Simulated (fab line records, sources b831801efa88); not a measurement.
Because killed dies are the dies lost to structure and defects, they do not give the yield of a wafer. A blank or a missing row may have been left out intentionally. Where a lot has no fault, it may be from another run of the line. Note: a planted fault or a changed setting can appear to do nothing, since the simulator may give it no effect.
Which of the tools did it? / flow sky130 / 24 lots with 72 wafers sampled at 5 steps, on a route of 708 steps

## WHAT THE GAUGES SHOWED, per wafer
SKY_SD_N_RS_MEAS_16: measures by four-point-probe.
lot=L074; measured=day 28 16:31; on=filmMetro-04; SD_N_RS (ohm/sq)=68.65 68.42 68.42
lot=L075; measured=day 28 17:27; on=filmMetro-02; SD_N_RS (ohm/sq)=68.58 68.59 68.60
lot=L076; measured=day 29 18:47; on=filmMetro-04; SD_N_RS (ohm/sq)=68.55 68.54 68.61
lot=L077; measured=day 29 19:18; on=filmMetro-01; SD_N_RS (ohm/sq)=68.40 68.66 68.79
lot=L078; measured=day 30 02:41; on=filmMetro-04; SD_N_RS (ohm/sq)=68.47 68.51 68.61
lot=L079; measured=day 30 06:53; on=filmMetro-04; SD_N_RS (ohm/sq)=68.53 68.40 68.51
lot=L082; measured=day 30 17:12; on=filmMetro-01; SD_N_RS (ohm/sq)=68.63 68.62 68.70
lot=L080; measured=day 30 18:45; on=filmMetro-01; SD_N_RS (ohm/sq)=68.77 68.68 68.69
lot=L081; measured=day 30 19:23; on=filmMetro-01; SD_N_RS (ohm/sq)=68.67 68.59 68.76
lot=L083; measured=day 31 00:24; on=filmMetro-02; SD_N_RS (ohm/sq)=68.47 68.58 68.63
lot=L084; measured=day 31 11:31; on=filmMetro-01; SD_N_RS (ohm/sq)=68.76 68.54 68.71
lot=L086; measured=day 31 23:08; on=filmMetro-04; SD_N_RS (ohm/sq)=68.43 68.45 68.63
lot=L085; measured=day 32 02:49; on=filmMetro-02; SD_N_RS (ohm/sq)=68.57 68.57 68.59
lot=L087; measured=day 32 06:32; on=filmMetro-04; SD_N_RS (ohm/sq)=68.67 68.62 68.63
lot=L088; measured=day 32 17:07; on=filmMetro-04; SD_N_RS (ohm/sq)=68.60 68.64 68.58
lot=L089; measured=day 33 23:34; on=filmMetro-01; SD_N_RS (ohm/sq)=68.86 68.68 68.60
lot=L091; measured=day 33 23:37; on=filmMetro-04; SD_N_RS (ohm/sq)=68.75 68.49 68.51
lot=L090; measured=day 33 23:51; on=filmMetro-02; SD_N_RS (ohm/sq)=68.74 68.77 68.53
lot=L092; measured=day 34 01:02; on=filmMetro-04; SD_N_RS (ohm/sq)=68.55 68.39 68.54
lot=L093; measured=day 34 07:23; on=filmMetro-01; SD_N_RS (ohm/sq)=68.58 68.66 68.76
lot=L094; measured=day 34 20:05; on=filmMetro-04; SD_N_RS (ohm/sq)=68.54 68.38 68.42
lot=L095; measured=day 35 01:32; on=filmMetro-04; SD_N_RS (ohm/sq)=68.46 68.46 68.51
lot=L096; measured=day 35 07:16; on=filmMetro-01; SD_N_RS (ohm/sq)=68.65 68.61 68.58
lot=L097; measured=day 35 09:35; on=filmMetro-02; SD_N_RS (ohm/sq)=68.63 68.54 68.47

SKY_METAL1_RS_MEAS_05: measures by four-point-probe.
lot=L074; measured=day 32 09:32; on=filmMetro-01; METAL1_ALCU_RS (ohm/sq)=0.1277 0.1270 0.1276
lot=L075; measured=day 32 10:28; on=filmMetro-03; METAL1_ALCU_RS (ohm/sq)=0.1285 0.1276 0.1281
lot=L076; measured=day 33 11:41; on=filmMetro-01; METAL1_ALCU_RS (ohm/sq)=0.1267 0.1262 0.1263
lot=L077; measured=day 33 11:59; on=filmMetro-02; METAL1_ALCU_RS (ohm/sq)=0.1268 0.1278 0.1279
lot=L078; measured=day 33 18:17; on=filmMetro-01; METAL1_ALCU_RS (ohm/sq)=0.1262 0.1269 0.1266
lot=L079; measured=day 33 22:24; on=filmMetro-03; METAL1_ALCU_RS (ohm/sq)=0.1275 0.1286 0.1278
lot=L082; measured=day 34 06:48; on=filmMetro-02; METAL1_ALCU_RS (ohm/sq)=0.1246 0.1258 0.1259
lot=L080; measured=day 34 09:03; on=filmMetro-01; METAL1_ALCU_RS (ohm/sq)=0.1274 0.1263 0.1274
lot=L081; measured=day 34 10:05; on=filmMetro-01; METAL1_ALCU_RS (ohm/sq)=0.1266 0.1275 0.1254
lot=L083; measured=day 34 14:23; on=filmMetro-01; METAL1_ALCU_RS (ohm/sq)=0.1268 0.1275 0.1273
lot=L084; measured=day 35 01:49; on=filmMetro-03; METAL1_ALCU_RS (ohm/sq)=0.1277 0.1287 0.1288
lot=L086; measured=day 35 12:51; on=filmMetro-03; METAL1_ALCU_RS (ohm/sq)=0.1250 0.1261 0.1253
lot=L085; measured=day 35 15:26; on=filmMetro-01; METAL1_ALCU_RS (ohm/sq)=0.1279 0.1278 0.1285
lot=L087; measured=day 35 18:43; on=filmMetro-03; METAL1_ALCU_RS (ohm/sq)=0.1248 0.1248 0.1245
lot=L088; measured=day 36 06:27; on=filmMetro-02; METAL1_ALCU_RS (ohm/sq)=0.1265 0.1263 0.1265
lot=L089; measured=day 37 10:43; on=filmMetro-03; METAL1_ALCU_RS (ohm/sq)=0.1264 0.1262 0.1262
lot=L091; measured=day 37 11:27; on=filmMetro-01; METAL1_ALCU_RS (ohm/sq)=0.1292 0.1287 0.1280
lot=L090; measured=day 37 12:06; on=filmMetro-01; METAL1_ALCU_RS (ohm/sq)=0.1280 0.1269 0.1271
lot=L092; measured=day 37 13:04; on=filmMetro-01; METAL1_ALCU_RS (ohm/sq)=0.1279 0.1281 0.1274
lot=L093; measured=day 37 18:32; on=filmMetro-01; METAL1_ALCU_RS (ohm/sq)=0.1280 0.1289 0.1274
lot=L094; measured=day 38 06:43; on=filmMetro-03; METAL1_ALCU_RS (ohm/sq)=0.1281 0.1272 0.1284
lot=L095; measured=day 38 12:40; on=filmMetro-02; METAL1_ALCU_RS (ohm/sq)=0.1257 0.1246 0.1254
lot=L096; measured=day 38 18:01; on=filmMetro-02; METAL1_ALCU_RS (ohm/sq)=0.1255 0.1247 0.1246
lot=L097; measured=day 38 19:56; on=filmMetro-01; METAL1_ALCU_RS (ohm/sq)=0.1269 0.1261 0.1265

SKY_CAPM_RS_MEAS_03: measures by four-point-probe.
lot=L074; measured=day 37 02:14; on=filmMetro-03; CAPM_TIN_RS (ohm/sq)=7.03 6.96 6.99
lot=L075; measured=day 37 02:34; on=filmMetro-02; CAPM_TIN_RS (ohm/sq)=6.97 6.98 6.98
lot=L076; measured=day 38 03:10; on=filmMetro-01; CAPM_TIN_RS (ohm/sq)=7.03 6.99 7.03
lot=L077; measured=day 38 03:51; on=filmMetro-02; CAPM_TIN_RS (ohm/sq)=7.00 7.09 7.10
lot=L078; measured=day 38 08:59; on=filmMetro-01; CAPM_TIN_RS (ohm/sq)=6.98 6.90 6.95
lot=L079; measured=day 38 13:08; on=filmMetro-03; CAPM_TIN_RS (ohm/sq)=6.90 7.00 6.96
lot=L082; measured=day 38 21:22; on=filmMetro-03; CAPM_TIN_RS (ohm/sq)=6.83 6.90 6.89
lot=L080; measured=day 38 22:31; on=filmMetro-03; CAPM_TIN_RS (ohm/sq)=6.94 6.90 7.04
lot=L081; measured=day 39 02:20; on=filmMetro-02; CAPM_TIN_RS (ohm/sq)=6.93 6.98 6.90
lot=L083; measured=day 39 03:34; on=filmMetro-01; CAPM_TIN_RS (ohm/sq)=6.95 7.02 7.05
lot=L084; measured=day 39 14:35; on=filmMetro-01; CAPM_TIN_RS (ohm/sq)=6.86 6.92 6.92
lot=L086; measured=day 39 23:55; on=filmMetro-03; CAPM_TIN_RS (ohm/sq)=6.95 6.85 6.95
lot=L085; measured=day 40 03:11; on=filmMetro-01; CAPM_TIN_RS (ohm/sq)=6.88 6.84 6.96
lot=L087; measured=day 40 06:04; on=filmMetro-01; CAPM_TIN_RS (ohm/sq)=7.03 6.97 6.96
lot=L088; measured=day 40 15:48; on=filmMetro-03; CAPM_TIN_RS (ohm/sq)=6.92 6.86 6.88
lot=L089; measured=day 41 17:56; on=filmMetro-03; CAPM_TIN_RS (ohm/sq)=6.96 6.98 7.03
lot=L091; measured=day 41 18:35; on=filmMetro-01; CAPM_TIN_RS (ohm/sq)=7.06 7.07 6.95
lot=L090; measured=day 41 18:59; on=filmMetro-01; CAPM_TIN_RS (ohm/sq)=6.90 6.96 6.99
lot=L092; measured=day 41 19:37; on=filmMetro-01; CAPM_TIN_RS (ohm/sq)=7.05 7.04 7.07
lot=L093; measured=day 42 03:46; on=filmMetro-03; CAPM_TIN_RS (ohm/sq)=6.96 6.98 6.95
lot=L094; measured=day 42 14:03; on=filmMetro-02; CAPM_TIN_RS (ohm/sq)=6.89 6.88 6.88
lot=L095; measured=day 42 22:38; on=filmMetro-01; CAPM_TIN_RS (ohm/sq)=6.86 6.94 6.88
lot=L096; measured=day 43 00:35; on=filmMetro-02; CAPM_TIN_RS (ohm/sq)=6.91 6.91 6.97
lot=L097; measured=day 43 02:28; on=filmMetro-02; CAPM_TIN_RS (ohm/sq)=6.93 6.93 6.96

SKY_METAL5_THK_MEAS_06: measures by xrf.
lot=L074; measured=day 43 11:49; on=filmMetro-03; METAL5_ALCU_THK (nm)=1144 1154 1139
lot=L075; measured=day 43 12:43; on=filmMetro-03; METAL5_ALCU_THK (nm)=1157 1172 1171
lot=L076; measured=day 44 06:31; on=filmMetro-02; METAL5_ALCU_THK (nm)=1144 1147 1145
lot=L077; measured=day 44 08:31; on=filmMetro-03; METAL5_ALCU_THK (nm)=1195 1193 1192
lot=L078; measured=day 44 14:22; on=filmMetro-03; METAL5_ALCU_THK (nm)=1160 1155 1158
lot=L079; measured=day 44 17:04; on=filmMetro-03; METAL5_ALCU_THK (nm)=1145 1136 1149
lot=L082; measured=day 45 00:49; on=filmMetro-01; METAL5_ALCU_THK (nm)=1140 1132 1145
lot=L080; measured=day 45 02:23; on=filmMetro-03; METAL5_ALCU_THK (nm)=1172 1172 1168
lot=L081; measured=day 45 03:28; on=filmMetro-03; METAL5_ALCU_THK (nm)=1153 1162 1150
lot=L083; measured=day 45 04:19; on=filmMetro-01; METAL5_ALCU_THK (nm)=1151 1167 1153
lot=L084; measured=day 45 13:16; on=filmMetro-03; METAL5_ALCU_THK (nm)=1148 1153 1151
lot=L086; measured=day 45 23:23; on=filmMetro-03; METAL5_ALCU_THK (nm)=1156 1154 1147
lot=L085; measured=day 46 01:58; on=filmMetro-01; METAL5_ALCU_THK (nm)=1172 1169 1175
lot=L087; measured=day 46 05:00; on=filmMetro-03; METAL5_ALCU_THK (nm)=1164 1160 1140
lot=L088; measured=day 46 14:05; on=filmMetro-02; METAL5_ALCU_THK (nm)=1165 1161 1167
lot=L089; measured=day 47 13:26; on=filmMetro-01; METAL5_ALCU_THK (nm)=1141 1129 1119
lot=L091; measured=day 47 14:22; on=filmMetro-03; METAL5_ALCU_THK (nm)=1165 1161 1158
lot=L090; measured=day 47 14:35; on=filmMetro-03; METAL5_ALCU_THK (nm)=1132 1146 1142
lot=L092; measured=day 47 14:38; on=filmMetro-02; METAL5_ALCU_THK (nm)=1155 1152 1153
lot=L093; measured=day 47 22:40; on=filmMetro-03; METAL5_ALCU_THK (nm)=1157 1145 1157
lot=L094; measured=day 48 06:31; on=filmMetro-01; METAL5_ALCU_THK (nm)=1179 1169 1166
lot=L095; measured=day 48 11:52; on=filmMetro-01; METAL5_ALCU_THK (nm)=1164 1181 1163
lot=L096; measured=day 48 15:16; on=filmMetro-02; METAL5_ALCU_THK (nm)=1169 1161 1155
lot=L097; measured=day 48 17:10; on=filmMetro-03; METAL5_ALCU_THK (nm)=1168 1156 1162

## TOOL THAT RAN EACH LOT (tool first, then ch and the chambers of the sampled wafers, then the start)
lot=L074; SKY_METAL3_SPUTTER_00=pvdSputter-03, day 37 01:53
lot=L075; SKY_METAL3_SPUTTER_00=pvdSputter-02, day 37 02:11
lot=L076; SKY_METAL3_SPUTTER_00=pvdSputter-02, day 38 02:49
lot=L077; SKY_METAL3_SPUTTER_00=pvdSputter-03, day 38 03:31
lot=L078; SKY_METAL3_SPUTTER_00=pvdSputter-02, day 38 08:37
lot=L079; SKY_METAL3_SPUTTER_00=pvdSputter-02, day 38 12:47
lot=L082; SKY_METAL3_SPUTTER_00=pvdSputter-01, day 38 21:00
lot=L080; SKY_METAL3_SPUTTER_00=pvdSputter-01, day 38 22:08
lot=L081; SKY_METAL3_SPUTTER_00=pvdSputter-01, day 39 01:59
lot=L083; SKY_METAL3_SPUTTER_00=pvdSputter-03, day 39 03:11
lot=L084; SKY_METAL3_SPUTTER_00=pvdSputter-03, day 39 14:14
lot=L086; SKY_METAL3_SPUTTER_00=pvdSputter-01, day 39 23:34
lot=L085; SKY_METAL3_SPUTTER_00=pvdSputter-01, day 40 02:50
lot=L087; SKY_METAL3_SPUTTER_00=pvdSputter-02, day 40 05:43
lot=L088; SKY_METAL3_SPUTTER_00=pvdSputter-03, day 40 15:25
lot=L089; SKY_METAL3_SPUTTER_00=pvdSputter-01, day 41 17:35
lot=L091; SKY_METAL3_SPUTTER_00=pvdSputter-01, day 41 18:11
lot=L090; SKY_METAL3_SPUTTER_00=pvdSputter-02, day 41 18:38
lot=L092; SKY_METAL3_SPUTTER_00=pvdSputter-02, day 41 19:14
lot=L093; SKY_METAL3_SPUTTER_00=pvdSputter-03, day 42 03:25
lot=L094; SKY_METAL3_SPUTTER_00=pvdSputter-02, day 42 13:41
lot=L095; SKY_METAL3_SPUTTER_00=pvdSputter-01, day 42 22:16
lot=L096; SKY_METAL3_SPUTTER_00=pvdSputter-02, day 43 00:14
lot=L097; SKY_METAL3_SPUTTER_00=pvdSputter-02, day 43 02:06
- SKY_METAL3_SPUTTER_00: material Ti, target thk 15 nm, time 10 s.

## AS READ BY THE TOOLS THEMSELVES (means over the sampled wafers that have a number; for cases with no such wafer, the mark the record gives instead)
SKY_METAL3_SPUTTER_00.
lot=L074; tool=pvdSputter-03; throttleValvePct (%)=31.1
lot=L075; tool=pvdSputter-02; throttleValvePct (%)=30.2
lot=L076; tool=pvdSputter-02; throttleValvePct (%)=30.4
lot=L077; tool=pvdSputter-03; throttleValvePct (%)=30.8
lot=L078; tool=pvdSputter-02; throttleValvePct (%)=29.0
lot=L079; tool=pvdSputter-02; throttleValvePct (%)=28.6
lot=L082; tool=pvdSputter-01; throttleValvePct (%)=29.4
lot=L080; tool=pvdSputter-01; throttleValvePct (%)=28.8
lot=L081; tool=pvdSputter-01; throttleValvePct (%)=29.6
lot=L083; tool=pvdSputter-03; throttleValvePct (%)=31.1
lot=L084; tool=pvdSputter-03; throttleValvePct (%)=30.7
lot=L086; tool=pvdSputter-01; throttleValvePct (%)=29.5
lot=L085; tool=pvdSputter-01; throttleValvePct (%)=28.7
lot=L087; tool=pvdSputter-02; throttleValvePct (%)=29.9
lot=L088; tool=pvdSputter-03; throttleValvePct (%)=30.6
lot=L089; tool=pvdSputter-01; throttleValvePct (%)=30.3
lot=L091; tool=pvdSputter-01; throttleValvePct (%)=30.3
lot=L090; tool=pvdSputter-02; throttleValvePct (%)=29.3
lot=L092; tool=pvdSputter-02; throttleValvePct (%)=29.0
lot=L093; tool=pvdSputter-03; throttleValvePct (%)=30.9
lot=L094; tool=pvdSputter-02; throttleValvePct (%)=29.5
lot=L095; tool=pvdSputter-01; throttleValvePct (%)=29.7
lot=L096; tool=pvdSputter-02; throttleValvePct (%)=31.0
lot=L097; tool=pvdSputter-02; throttleValvePct (%)=30.1

## THE ANSWER, worked out from the rows above alone
Rule: what is usual is taken from the lots themselves. Put in order of their means at a reading, lots are off if they are a third of the lots or fewer, leave a main group of 4 or more, and stand apart from it by a gap of 3 or more times the standard deviation of the main group's means; of several such gaps the widest counts. If all means in a main group match to the digits the tables above print for the reading, that group is not used. A lot without any number at a reading at which 4 lots or more have one is off too. The other lots that the step has rows for count as sound. The gauges are gone through in route order, then the tools' own readings, and for those a lot's mean is taken as printed above. The first step at which some lot is off is used, and at that step the reading that is off furthest; a lot without a number counts as furthest.
No lot is off at any reading shown: from this, nothing can be told.

## WHAT HAD BEEN PUT IN BY THE SIMULATOR
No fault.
